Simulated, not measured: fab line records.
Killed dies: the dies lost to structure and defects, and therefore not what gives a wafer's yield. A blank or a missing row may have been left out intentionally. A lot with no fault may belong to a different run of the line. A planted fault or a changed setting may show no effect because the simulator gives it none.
Comparing a struck lot with a sound one    flow sky130    18 out of 708 route steps
Sound: the wafers L854.3, L854.5, L854.6. The struck wafers were L863.1, L863.2, L863.4. At the end, the cause is stated.
For every step that has rows: the tool of each side, followed by ch and its chambers, followed by its first start. Under that, the readings that differ: sound wafers    struck wafers    difference of the means    sigmas: that difference in standard deviations of wafers without a fault.
alike: a reading whose means differ by less than 2 such deviations, as well as words and numbers matching on both sides. not compared: withheld readings; readings where some wafer has no value; bounds like >300 that might hide an equal value; numbers whose values overlap and for which the record gives no deviation.
The two part at a step that has a row with sigmas, a row that says differs or no value, or rows on one side only. Numbers that have no deviation but don't overlap get no sigmas and don't part them. Lack of a reading on every wafer of one side parts them only where that side has two or more wafers.

first, 3 steps without rows for these wafers: SKY_SONOS_ONO_WET_ETCH_18 (etches Si3N4 in H3PO4, target depth 15 nm, time 172 s); SKY_GATE_OXIDE_CLEAN_00 (cleans in SC1/SC2, time 150 s); SKY_GATE_OXIDE_OXIDATION_01 (stabilise 600 s, purge 300 s, target thk 10.268 nm).
SKY_GATE_OXIDE_THK_MEAS_02:
  struck on film_metro-04, day 17 02:23; sound on film_metro-03, day 13 21:42
reading                           sound              struck             difference  sigmas
GATE_OXIDE_OXIDATION_00_THK (nm)  10.48 10.57 10.37  10.08 10.10 10.20  -0.35       -2
then, 7 steps without rows for these wafers: SKY_GATE_OXIDE_DEHYDRATE_03 (time 60 s); SKY_GATE_OXIDE_HMDS_04 (prime time 60 s); SKY_GATE_OXIDE_COAT_05 (resist thk 1140 nm); SKY_GATE_OXIDE_SOFTBAKE_06 (time 58.04 s); SKY_GATE_OXIDE_EXPOSE_07 (exposes mask LVOM, target cd 600 nm); SKY_GATE_OXIDE_PEB_08; SKY_GATE_OXIDE_DEVELOP_09 (develop time 60 s).
SKY_GATE_OXIDE_OVL_MEAS_10:
  struck on overlay-01, day 18 07:20; sound on overlay-02, day 14 22:44
  alike: GATE_OXIDE_OVL
SKY_GATE_OXIDE_IMPLANT_11:
  sound on implanter-02 ch 0, day 14 22:49; struck on implanter-01 ch 0, day 18 07:22
  alike: faraday_current_uA
then, 1 step without rows for these wafers: SKY_GATE_OXIDE_WET_ETCH_12 (etches SiO2 in dHF, target depth 16.8 nm, time 336 s).
SKY_GATE_OXIDE_STRIP_13: strips in O2/N2.
  sound on plasma_asher-03 ch 0,1, day 14 23:04; struck on plasma_asher-02 ch 0,1, day 18 07:38
  alike: drypump_motor_current_A, o2_flow_sccm, oes_product_au, strip_time_to_endpoint_s
  not compared: rf_hours_counter_h
SKY_GATE_OXIDE_TW_MEAS_14:
  struck on film_metro-03, day 18 07:44; sound on film_metro-01, day 14 23:08
  alike: GATE_OXIDE_TW
then, 1 step without rows for these wafers: SKY_GATE_OXIDE_CLEAN_15 (cleans in SC1/SC2, time 150 s).
-- a jump in the record: the struck wafers' starts before and after are 30 days apart (it breaks off in module GATE_OXIDE and resumes in module PAD_OPEN, where the first step shown is number 708 of the route) --
SKY_PAD_OPEN_PROBE_99:
  struck on prober-02, day 48 18:01; sound on prober-01, day 46 16:38
reading                                   sound                 struck                difference  sigmas
model.etest.nfet_01v8.drive_ua_um_range   12.57 7.578 11.94     19.14 24.25 22.52     +11.27      
model.etest.pfet_01v8_lvt.drive_ua_um     174.6 178.8 175.8     163.8 163.7 166.9     -11.6       
model.etest.pfet_01v8_mvt.drive_ua_um     150.4 150.9 152.7     149.8 148.2 150.3     -1.9        
model.etest.pfet_01v8.drive_ua_um_range   7.843 7.452 4.313     11.77 14.01 21.16     +9.11       
model.etest.pfet_01v8_lvt.off_log10_a_um  -9.152 -9.022 -9.108  -10.02 -9.935 -9.998  -0.89       
model.etest.pfet_01v8_mvt.off_log10_a_um  -11.43 -11.23 -11.23  -10.71 -11.06 -10.97  +0.38       
  alike: killed_at_M0_to_M3, killed_at_M4_up, killed_at_contacts, killed_at_front_end, killed_at_other, killed_dies, killed_open, killed_short
  not compared: model.etest.pfet_01v8.drive_ua_um, model.etest.pfet_01v8_hvt.drive_ua_um

## WHERE THEY PART
SKY_GATE_OXIDE_THK_MEAS_02 only, going by this record. Later steps at which nothing parts them and some readings are alike: SKY_GATE_OXIDE_OVL_MEAS_10, SKY_GATE_OXIDE_IMPLANT_11, SKY_GATE_OXIDE_STRIP_13, SKY_GATE_OXIDE_TW_MEAS_14, SKY_PAD_OPEN_PROBE_99.

WHY: the cause the simulator had injected
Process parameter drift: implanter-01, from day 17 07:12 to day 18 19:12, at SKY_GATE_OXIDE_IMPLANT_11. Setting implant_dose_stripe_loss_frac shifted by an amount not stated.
